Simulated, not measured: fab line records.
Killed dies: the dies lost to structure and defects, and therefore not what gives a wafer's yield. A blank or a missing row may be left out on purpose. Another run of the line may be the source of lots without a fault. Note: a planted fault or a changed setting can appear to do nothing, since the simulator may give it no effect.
Which tool is to blame? ; flow gf180mcu ; 18 wafers from 6 lots sampled at 4 of the route's 602 steps

## WHAT THE GAUGES READ, wafer by wafer
GF_MIM_THK_MEAS_06.
lot;measured;on;MIM_CVD_05_THK (nm)
L910;day 25 03:27;film-metro-04;41.5 42.2 41.7
L914;day 26 10:11;film-metro-02;44.8 43.4 42.4 44.7 43.3 42.4
L919;day 28 03:28;film-metro-04;41.6 42.1 42.5
L927;day 30 07:18;film-metro-01;41.4 42.3 41.8
L929;day 30 17:46;film-metro-02;42.3 42.8 42.7
L932;day 31 09:55;film-metro-01;40.7 41.2 41.5

## TOOL THAT RAN EACH LOT (tool first, then ch and the chambers of the sampled wafers, then the start)
lot;GF_M4_SPUTTER_03;GF_V4_CMP_04;GF_MIM_CVD_05
L910;pvd-sputter-02, day 23 03:02;cmp-02 ch 0,1,2, day 24 02:48;pecvd-02 ch 0,2, day 25 03:24
L914;pvd-sputter-01, day 24 12:04;cmp-01 ch 0,2,3, day 25 11:07;pecvd-02 ch 0,1,2, day 26 10:08
L919;pvd-sputter-02, day 26 07:56;cmp-02 ch 1,2,3, day 27 05:38;pecvd-01 ch 0,2, day 28 03:25
L927;pvd-sputter-01, day 28 14:13;cmp-02 ch 0,1, day 29 10:31;pecvd-02 ch 0,2, day 30 07:14
L929;pvd-sputter-02, day 29 00:47;cmp-02 ch 1,2, day 29 21:05;pecvd-02 ch 2, day 30 17:40
L932;pvd-sputter-04, day 29 17:59;cmp-01 ch 0,1,3, day 30 13:32;pecvd-03 ch 0,1,2, day 31 09:52
- GF_M4_SPUTTER_03: material Ti, target thk 10 nm, time 6.7 s.
- GF_V4_CMP_04: polishes SiO2.
- GF_MIM_CVD_05: deposits Si3N4, target thk 42 nm, time 29.086 s.

## THE ANSWER, worked out from the rows above alone
Rule: what is usual is taken from the lots themselves. The widest of any qualifying gaps counts: lots, ordered by their means at a reading, are off when they make up no more than a third of the lots, leave a main group of 4 or more, and stand apart from it by 3 or more times the standard deviation of that group's means. Not used: any main group whose means are identical at the precision the tables above print for the reading. Also off: a lot with no number at a reading for which 4 or more lots have one. Where the step has rows for the other lots, those lots are counted as sound.
None of the lots is off at any reading shown; this tells nothing.

## WHAT THE SIMULATOR HAD PUT IN
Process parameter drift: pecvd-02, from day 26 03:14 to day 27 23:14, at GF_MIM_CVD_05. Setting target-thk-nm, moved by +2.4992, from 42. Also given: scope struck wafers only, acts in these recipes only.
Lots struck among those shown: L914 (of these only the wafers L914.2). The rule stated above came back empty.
